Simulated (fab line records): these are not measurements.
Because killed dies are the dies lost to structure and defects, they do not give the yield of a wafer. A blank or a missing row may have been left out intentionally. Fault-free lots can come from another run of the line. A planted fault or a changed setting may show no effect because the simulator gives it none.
Which tool did it? | flow gf180mcu | 39 wafers from 13 lots sampled at 5 of the route's 602 steps

== WHAT THE GAUGES READ, wafer by wafer ==
GF_VT_IMPLANT_TW_MEAS_43. Usual: VT_IMPLANT_4_TW gives 690 (standard deviation 3.8).
lot  | measured     | on            | VT_IMPLANT_4_TW | flag
L866 | day 7 14:43  | film-metro-04 | 696 693 697     |
L867 | day 7 20:11  | film-metro-02 | 683 684 683     |
L868 | day 8 03:05  | film-metro-02 | 687 688 684     |
L869 | day 8 09:04  | film-metro-02 | 691 687 690     |
L870 | day 8 16:07  | film-metro-01 | 691 690 691     |
L871 | day 8 17:38  | film-metro-04 | 695 693 693     |
L872 | day 9 03:38  | film-metro-02 | 691 689 685     |
L877 | day 10 16:08 | film-metro-01 | 691 698 695     |
L880 | day 11 13:47 | film-metro-02 | 687 685 683     |
L881 | day 11 19:38 | film-metro-02 | 683 682 684     |
L886 | day 13 12:38 | film-metro-01 | 692 692 687     |
L887 | day 13 19:37 | film-metro-02 | 688 687 691     |
L889 | day 14 02:36 | film-metro-01 | 695 695 697     |

GF_HV_LDD_CD_MEAS_07: target cd 400 nm. Usual: cd-nm reads 399.8 nm (standard deviation 2.3).
lot  | measured     | on        | cd-nm (nm)        | flag
L866 | day 10 01:55 | cd-sem-02 | 400.1 399.8 401.7 |
L867 | day 10 10:42 | cd-sem-01 | 399.3 399.5 397.2 |
L868 | day 10 15:12 | cd-sem-01 | 396.9 396.7 395.0 |
L869 | day 11 00:29 | cd-sem-01 | 397.4 397.8 402.0 |
L870 | day 11 07:13 | cd-sem-01 | 400.4 402.3 403.6 |
L871 | day 11 09:11 | cd-sem-02 | 397.4 397.9 397.6 |
L872 | day 11 18:37 | cd-sem-01 | 398.3 399.1 399.5 |
L877 | day 13 09:24 | cd-sem-02 | 400.3 399.2 401.3 |
L880 | day 14 08:15 | cd-sem-01 | 395.3 394.8 396.7 |
L881 | day 14 16:34 | cd-sem-02 | 398.4 398.6 398.9 |
L886 | day 16 12:10 | cd-sem-01 | 401.8 398.5 400.4 |
L887 | day 16 18:06 | cd-sem-02 | 402.7 400.7 401.3 |
L889 | day 17 04:48 | cd-sem-02 | 400.2 402.0 400.3 |

GF_HV_LDD_CD_MEAS_19: target cd 400 nm. Usual: cd-nm reads 399.7 nm (standard deviation 1.9).
lot  | measured     | on        | cd-nm (nm)        | flag
L866 | day 10 20:34 | cd-sem-01 | 400.7 399.6 400.8 |
L867 | day 11 05:23 | cd-sem-01 | 399.7 397.5 398.8 |
L868 | day 11 09:30 | cd-sem-01 | 395.5 397.7 398.0 |
L869 | day 11 19:40 | cd-sem-01 | 397.9 398.2 401.2 |
L870 | day 12 02:05 | cd-sem-02 | 398.8 400.2 399.4 |
L871 | day 12 04:18 | cd-sem-02 | 397.4 397.4 400.0 |
L872 | day 12 14:43 | cd-sem-02 | 401.6 399.8 400.1 |
L877 | day 14 05:56 | cd-sem-01 | 397.3 399.2 397.4 |
L880 | day 15 05:54 | cd-sem-02 | 399.4 399.5 398.5 |
L881 | day 15 14:08 | cd-sem-02 | 401.0 401.7 400.1 |
L886 | day 17 10:55 | cd-sem-02 | 399.5 401.2 400.0 |
L887 | day 17 17:20 | cd-sem-01 | 398.8 400.8 400.6 |
L889 | day 18 04:25 | cd-sem-01 | 400.8 402.7 399.9 |

== WHAT TOOL EACH LOT RAN ON (gives the tool, then ch and the chambers of the sampled wafers, and finally the start) ==
lot  | GF_HV_LDD_COAT_02                 | GF_HV_LDD_STRIP_10
L866 | litho-track-04 ch 0, day 9 16:38  | plasma-asher-02 ch 0,1, day 10 02:13
L867 | litho-track-04 ch 0, day 10 01:10 | plasma-asher-04 ch 0,1, day 10 10:59
L868 | litho-track-01 ch 0, day 10 05:49 | plasma-asher-03 ch 0,1, day 10 15:30
L869 | litho-track-03 ch 0, day 10 15:16 | plasma-asher-03 ch 0,1, day 11 00:47
L870 | litho-track-01 ch 0, day 10 22:10 | plasma-asher-04 ch 0,1, day 11 07:31
L871 | litho-track-01 ch 0, day 11 00:23 | plasma-asher-04 ch 1, day 11 09:28
L872 | litho-track-01 ch 0, day 11 08:34 | plasma-asher-03 ch 0,1, day 11 18:55
L877 | litho-track-01 ch 0, day 12 23:18 | plasma-asher-04 ch 1, day 13 09:43
L880 | litho-track-04 ch 0, day 13 22:05 | plasma-asher-03 ch 0,1, day 14 08:34
L881 | litho-track-01 ch 0, day 14 06:08 | plasma-asher-03 ch 0, day 14 16:52
L886 | litho-track-04 ch 0, day 16 00:53 | plasma-asher-02 ch 0,1, day 16 12:28
L887 | litho-track-04 ch 0, day 16 06:56 | plasma-asher-03 ch 0,1, day 16 18:25
L889 | litho-track-03 ch 0, day 16 17:23 | plasma-asher-03 ch 0, day 17 05:05
- GF_HV_LDD_COAT_02: resist thk 1000 nm.
- GF_HV_LDD_STRIP_10: strips in O2/N2.

== WHAT THE TOOLS THEMSELVES READ (means of the sampled wafers that have a number; where no wafer has one, the mark that the record gives instead) ==
GF_HV_LDD_COAT_02. Usual: spin-speed-rpm reads 2999.4 rpm (standard deviation 1.8).
lot  | tool           | spin-speed-rpm (rpm) | flag
L866 | litho-track-04 | 2998.3               |
L867 | litho-track-04 | 3000.7               |
L868 | litho-track-01 | 2998.0               |
L869 | litho-track-03 | 2998.4               |
L870 | litho-track-01 | 2998.2               |
L871 | litho-track-01 | 3000.3               |
L872 | litho-track-01 | 2998.5               |
L877 | litho-track-01 | 3084.5               | OFF
L880 | litho-track-04 | 2997.4               |
L881 | litho-track-01 | 3085.7               | OFF
L886 | litho-track-04 | 2998.7               |
L887 | litho-track-04 | 2998.7               |
L889 | litho-track-03 | 2999.1               |

GF_HV_LDD_STRIP_10. Usual: chamber-pressure-mTorr 1500.3 mTorr, standard deviation 2.2; drypump-motor-current-A 6.1 A, standard deviation 0.31; heater-power-w 334 W, standard deviation 29; o2-flow-sccm 2997 sccm, standard deviation 8.7; oes-product-au 0.716 a.u., standard deviation 0.0044; strip-time-to-endpoint-s 12.62 s, standard deviation 0.042.
lot  | tool            | chamber-pressure-mTorr (mTorr) | drypump-motor-current-A (A) | heater-power-w (W) | o2-flow-sccm (sccm) | oes-product-au (a.u.) | strip-time-to-endpoint-s (s) | flag
L866 | plasma-asher-02 | 1499.8                         | 6.4                         | 322                | 2999                | 0.716                 | 12.59                        |
L867 | plasma-asher-04 | 1500.7                         | 6.5                         | 321                | 2996                | 0.717                 | 12.57                        |
L868 | plasma-asher-03 | 1498.3                         | 5.9                         | 340                | 2996                | 0.717                 | 12.67                        |
L869 | plasma-asher-03 | 1499.4                         | 5.9                         | 337                | 3002                | 0.718                 | 12.63                        |
L870 | plasma-asher-04 | 1498.7                         | 6.5                         | 322                | 3005                | 0.719                 | 12.62                        |
L871 | plasma-asher-04 | 1500.8                         | 6.2                         | 287                | 2998                | 0.713                 | 12.68                        |
L872 | plasma-asher-03 | 1500.9                         | 5.9                         | 349                | 2998                | 0.718                 | 12.66                        |
L877 | plasma-asher-04 | 1501.3                         | 6.2                         | 291                | 2996                | 0.713                 | 12.48                        | OFF
L880 | plasma-asher-03 | 1499.8                         | 5.9                         | 341                | 3007                | 0.719                 | 12.58                        |
L881 | plasma-asher-03 | 1499.0                         | 5.9                         | 327                | 2997                | 0.716                 | 12.46                        | OFF
L886 | plasma-asher-02 | 1500.8                         | 6.4                         | 355                | 2992                | 0.714                 | 12.57                        |
L887 | plasma-asher-03 | 1500.6                         | 5.9                         | 340                | 3004                | 0.714                 | 12.64                        |
L889 | plasma-asher-03 | 1499.9                         | 5.9                         | 321                | 3000                | 0.715                 | 12.66                        |

== THE ANSWER, worked out from the rows above alone ==
Rule: lot off if the mean of its wafers having a number is beyond 3 standard deviations from the usual mean. Also off: a lot with no number at a reading for which 4 or more lots have one. Where the step has rows for the other lots, those lots are counted as sound. After the gauges, taken in route order, come the tools' own readings; for these a lot's mean is taken, as printed above. At the first step where some lot is off, the reading lying furthest off is the one used; lots without a number count as furthest.
Off at GF_HV_LDD_COAT_02 (spin-speed-rpm): L877, L881.
A tool fits if, at that step or a process step before it, it ran every lot that is off, and no sound lot after the first of them. One fits: litho-track-01 at GF_HV_LDD_COAT_02. Its last sound lot is L872 (day 11 08:34), its first lot that is off L877 (day 12 23:18): a fault that began between those two fits.
On the lots that are off, the tool's own readings at GF_HV_LDD_COAT_02 differ by more than 5 times the standard deviation of the sound lots' means, which bears it out; spin-speed-rpm reads 3085.1 rpm there versus 2998.8 rpm on the sound lots.

== WHAT HAD BEEN PUT IN BY THE SIMULATOR ==
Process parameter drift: litho-track-01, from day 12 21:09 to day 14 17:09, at GF_HV_LDD_COAT_02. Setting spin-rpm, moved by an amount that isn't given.
Struck lots among those shown: L877, L881. Same finding as the rule above.
